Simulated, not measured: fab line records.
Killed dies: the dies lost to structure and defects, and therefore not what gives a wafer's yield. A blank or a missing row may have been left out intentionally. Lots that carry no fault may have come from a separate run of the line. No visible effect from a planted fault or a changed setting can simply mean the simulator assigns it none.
What tool caused it? | flow gf180mcu | 24 lots, 72 wafers sampled, at 6 steps of a route of 602

WHAT THE GAUGES SHOWED, per wafer
GF_V2_BOW_MEAS_05.
lot  | measured     | on            | V2_BOW (um)
L074 | day 19 02:56 | film metro-02 | 97 96 96
L075 | day 19 14:37 | film metro-03 | 91 101 87
L076 | day 19 18:38 | film metro-02 | 98 100 84
L077 | day 19 22:47 | film metro-04 | 98 83 98
L078 | day 21 00:29 | film metro-02 | 107 106 110
L079 | day 21 00:47 | film metro-04 | 92 93 89
L080 | day 21 10:08 | film metro-03 | 111 103 108
L081 | day 21 21:37 | film metro-02 | 103 108 112
L082 | day 22 09:03 | film metro-04 | 91 97 102
L083 | day 22 15:36 | film metro-04 | 94 102 88
L084 | day 23 06:00 | film metro-04 | 95 97 81
L085 | day 23 16:50 | film metro-04 | 115 108 106
L086 | day 23 17:29 | film metro-03 | 101 101 99
L087 | day 24 00:44 | film metro-02 | 100 97 97
L088 | day 24 10:47 | film metro-02 | 89 90 97
L089 | day 24 21:27 | film metro-02 | 101 100 99
L090 | day 25 06:12 | film metro-04 | 103 94 98
L091 | day 25 09:47 | film metro-02 | 98 83 94
L092 | day 25 17:58 | film metro-04 | 93 99 90
L093 | day 25 22:21 | film metro-03 | 91 98 104
L094 | day 26 06:50 | film metro-04 | 112 96 86
L095 | day 26 11:26 | film metro-02 | 94 91 92
L096 | day 26 18:04 | film metro-04 | 96 101 99
L097 | day 27 02:14 | film metro-03 | 97 111 106

GF_V2_OVL_MEAS_15.
lot  | measured     | on         | V2_OVL (nm)
L074 | day 20 03:15 | overlay-01 | 8 -5 -1
L075 | day 20 14:55 | overlay-01 | 4 1 6
L076 | day 20 18:52 | overlay-02 | 12 6 9
L077 | day 20 22:55 | overlay-02 | -1 5 2
L078 | day 22 00:17 | overlay-01 | 3 -5 -3
L079 | day 22 00:44 | overlay-02 | 2 4 4
L080 | day 22 10:14 | overlay-02 | 10 1 13
L081 | day 22 21:33 | overlay-01 | 7 1 1
L082 | day 23 08:46 | overlay-02 | -3 -1 -6
L083 | day 23 14:28 | overlay-01 | 1 0 2
L084 | day 24 04:47 | overlay-01 | 1 7 5
L085 | day 24 15:11 | overlay-01 | 3 3 7
L086 | day 24 16:12 | overlay-01 | 6 9 9
L087 | day 24 23:05 | overlay-02 | 2 4 -1
L088 | day 25 08:17 | overlay-02 | 0 3 0
L089 | day 25 18:13 | overlay-02 | 8 7 6
L090 | day 26 03:14 | overlay-01 | 8 2 9
L091 | day 26 07:08 | overlay-02 | 1 6 7
L092 | day 26 15:05 | overlay-01 | -1 1 6
L093 | day 26 18:58 | overlay-02 | 9 5 10
L094 | day 27 03:38 | overlay-01 | 8 4 4
L095 | day 27 08:34 | overlay-02 | 3 8 5
L096 | day 27 14:38 | overlay-02 | 8 2 4
L097 | day 27 22:26 | overlay-02 | -4 -3 -8

GF_V2_RS_MEAS_24: the measuring method here is four-point-probe.
lot  | measured     | on            | V2_W_RS (ohm/sq)
L074 | day 20 04:13 | film metro-02 | 0.3311 0.3287 0.3301
L075 | day 20 15:50 | film metro-02 | 0.3261 0.3262 0.3232
L076 | day 20 19:46 | film metro-03 | 0.3300 0.3308 0.3309
L077 | day 20 23:50 | film metro-04 | 0.3254 0.3286 0.3281
L078 | day 22 01:13 | film metro-04 | 0.3277 0.3303 0.3279
L079 | day 22 01:38 | film metro-04 | 0.3312 0.3324 0.3340
L080 | day 22 11:08 | film metro-04 | 0.3249 0.3258 0.3279
L081 | day 22 22:30 | film metro-03 | 0.3256 0.3316 0.3324
L082 | day 23 09:43 | film metro-03 | 0.3301 0.3295 0.3335
L083 | day 23 15:25 | film metro-04 | 0.3336 0.3309 0.3282
L084 | day 24 05:43 | film metro-02 | 0.3272 0.3230 0.3249
L085 | day 24 16:08 | film metro-04 | 0.3284 0.3289 0.3257
L086 | day 24 17:09 | film metro-02 | 0.3260 0.3308 0.3285
L087 | day 25 00:02 | film metro-02 | 0.3261 0.3266 0.3281
L088 | day 25 09:12 | film metro-04 | 0.3266 0.3286 0.3256
L089 | day 25 19:10 | film metro-03 | 0.3309 0.3292 0.3311
L090 | day 26 04:08 | film metro-02 | 0.3305 0.3299 0.3282
L091 | day 26 08:02 | film metro-02 | 0.3288 0.3318 0.3311
L092 | day 26 16:02 | film metro-02 | 0.3268 0.3271 0.3278
L093 | day 26 19:53 | film metro-04 | 0.3254 0.3301 0.3297
L094 | day 27 04:33 | film metro-04 | 0.3341 0.3310 0.3315
L095 | day 27 09:29 | film metro-04 | 0.3267 0.3264 0.3276
L096 | day 27 15:35 | film metro-04 | 0.3307 0.3303 0.3333
L097 | day 27 23:26 | film metro-02 | 0.3263 0.3284 0.3274

GF_M3_CD_MEAS_14: the cd target is 280 nm.
lot  | measured     | on        | cd nm (nm)
L074 | day 21 05:49 | cd sem-02 | 279.0 277.6 279.4
L075 | day 21 16:55 | cd sem-02 | 278.9 279.0 280.5
L076 | day 21 20:34 | cd sem-02 | 280.0 276.9 278.3
L077 | day 22 00:32 | cd sem-01 | 282.0 280.7 280.8
L078 | day 23 01:20 | cd sem-02 | 280.3 279.3 280.2
L079 | day 23 01:37 | cd sem-02 | 279.2 280.0 281.5
L080 | day 23 11:25 | cd sem-01 | 279.8 279.5 278.9
L081 | day 23 21:52 | cd sem-02 | 279.5 279.7 279.5
L082 | day 24 09:04 | cd sem-02 | 281.7 279.6 281.5
L083 | day 24 14:52 | cd sem-01 | 280.3 279.7 279.9
L084 | day 25 05:08 | cd sem-02 | 278.5 277.8 277.5
L085 | day 25 14:38 | cd sem-02 | 281.3 280.0 282.1
L086 | day 25 15:55 | cd sem-01 | 281.7 282.0 281.8
L087 | day 25 22:07 | cd sem-02 | 280.4 279.2 278.7
L088 | day 26 06:50 | cd sem-01 | 279.2 278.8 278.9
L089 | day 26 16:21 | cd sem-02 | 279.4 278.4 280.5
L090 | day 27 01:07 | cd sem-01 | 280.5 279.6 281.0
L091 | day 27 05:14 | cd sem-01 | 281.3 281.3 281.3
L092 | day 27 12:34 | cd sem-02 | 278.5 279.5 277.2
L093 | day 27 16:41 | cd sem-02 | 278.6 278.2 279.5
L094 | day 28 00:19 | cd sem-02 | 279.5 279.5 278.6
L095 | day 28 06:02 | cd sem-02 | 281.4 281.1 281.5
L096 | day 28 12:19 | cd sem-02 | 280.7 280.1 279.5
L097 | day 28 18:53 | cd sem-02 | 283.0 282.4 283.6

GF_V5_THK_MEAS_25: measures by xrf.
lot  | measured     | on            | V5_W_THK (nm)
L074 | day 27 04:23 | film metro-01 | 353 353 349
L075 | day 27 13:38 | film metro-01 | 350 352 354
L076 | day 27 16:50 | film metro-02 | 358 354 355
L077 | day 27 20:44 | film metro-02 | 358 359 355
L078 | day 28 17:13 | film metro-01 | 348 347 351
L079 | day 28 17:32 | film metro-01 | 348 352 350
L080 | day 28 23:18 | film metro-02 | 359 356 356
L081 | day 29 09:36 | film metro-02 | 350 350 342
L082 | day 29 19:36 | film metro-01 | 354 354 358
L083 | day 30 00:59 | film metro-01 | 351 351 345
L084 | day 30 12:10 | film metro-01 | 350 348 350
L085 | day 30 19:22 | film metro-01 | 358 357 353
L086 | day 30 21:18 | film metro-04 | 348 353 349
L087 | day 31 03:35 | film metro-02 | 355 357 354
L088 | day 31 11:36 | film metro-01 | 365 366 364
L089 | day 31 18:07 | film metro-04 | 349 354 353
L090 | day 32 01:50 | film metro-01 | 357 354 356
L091 | day 32 06:19 | film metro-01 | 354 358 355
L092 | day 32 11:05 | film metro-02 | 355 350 351
L093 | day 32 15:27 | film metro-04 | 345 347 350
L094 | day 32 21:46 | film metro-02 | 351 352 344
L095 | day 33 01:33 | film metro-01 | 346 348 346
L096 | day 33 07:35 | film metro-01 | 356 351 351
L097 | day 33 12:19 | film metro-04 | 345 342 348

EACH LOT AND THE TOOL THAT RAN IT (in order: tool; ch and the chambers of the sampled wafers; start)
lot  | GF_M3_SPUTTER_02
L074 | pvd sputter-01, day 20 04:46
L075 | pvd sputter-01, day 20 16:26
L076 | pvd sputter-02, day 20 20:24
L077 | pvd sputter-01, day 21 00:26
L078 | pvd sputter-03, day 22 01:49
L079 | pvd sputter-01, day 22 02:25
L080 | pvd sputter-02, day 22 11:45
L081 | pvd sputter-02, day 22 23:07
L082 | pvd sputter-03, day 23 10:17
L083 | pvd sputter-01, day 23 15:59
L084 | pvd sputter-02, day 24 06:19
L085 | pvd sputter-03, day 24 16:44
L086 | pvd sputter-01, day 24 17:46
L087 | pvd sputter-01, day 25 00:36
L088 | pvd sputter-02, day 25 09:49
L089 | pvd sputter-02, day 25 19:46
L090 | pvd sputter-01, day 26 04:45
L091 | pvd sputter-01, day 26 08:39
L092 | pvd sputter-03, day 26 16:39
L093 | pvd sputter-02, day 26 20:29
L094 | pvd sputter-02, day 27 05:10
L095 | pvd sputter-03, day 27 10:05
L096 | pvd sputter-02, day 27 16:12
L097 | pvd sputter-02, day 27 23:59
- GF_M3_SPUTTER_02: material AlCu, target thk 450 nm, time 23.9 s.

AS READ BY THE TOOLS THEMSELVES (means over the sampled wafers that have a number; for cases with no such wafer, the mark the record gives instead)
GF_M3_SPUTTER_02.
lot  | tool           | throttle valve pct (%)
L074 | pvd sputter-01 | 30.2
L075 | pvd sputter-01 | 30.3
L076 | pvd sputter-02 | 30.1
L077 | pvd sputter-01 | 30.3
L078 | pvd sputter-03 | 30.2
L079 | pvd sputter-01 | 30.5
L080 | pvd sputter-02 | 28.7
L081 | pvd sputter-02 | 29.4
L082 | pvd sputter-03 | 30.5
L083 | pvd sputter-01 | 31.2
L084 | pvd sputter-02 | 30.9
L085 | pvd sputter-03 | 30.6
L086 | pvd sputter-01 | 30.1
L087 | pvd sputter-01 | 30.0
L088 | pvd sputter-02 | 29.6
L089 | pvd sputter-02 | 30.4
L090 | pvd sputter-01 | 30.2
L091 | pvd sputter-01 | 29.4
L092 | pvd sputter-03 | 30.4
L093 | pvd sputter-02 | 30.7
L094 | pvd sputter-02 | 29.8
L095 | pvd sputter-03 | 30.5
L096 | pvd sputter-02 | 31.1
L097 | pvd sputter-02 | 30.3

THE ANSWER, worked out from the rows above alone
Rule: usual is defined by the lots themselves. The widest of any qualifying gaps counts: lots, ordered by their means at a reading, are off when they make up no more than a third of the lots, leave a main group of 4 or more, and stand apart from it by 3 or more times the standard deviation of that group's means. The tables above print the reading to a certain number of digits; a main group whose means all agree to those digits is not used. Also off: a lot with no number at a reading for which 4 or more lots have one. Where the step has rows for the other lots, those lots are counted as sound. Order of review: gauges by route order, followed by the tools' own readings, for which a lot's mean as printed above is used. The first step at which some lot is off is used, and at that step the reading that is off furthest; a lot without a number counts as furthest.
No lot is off at any reading shown: from this, nothing can be told.

WHAT WAS PUT IN BY THE SIMULATOR
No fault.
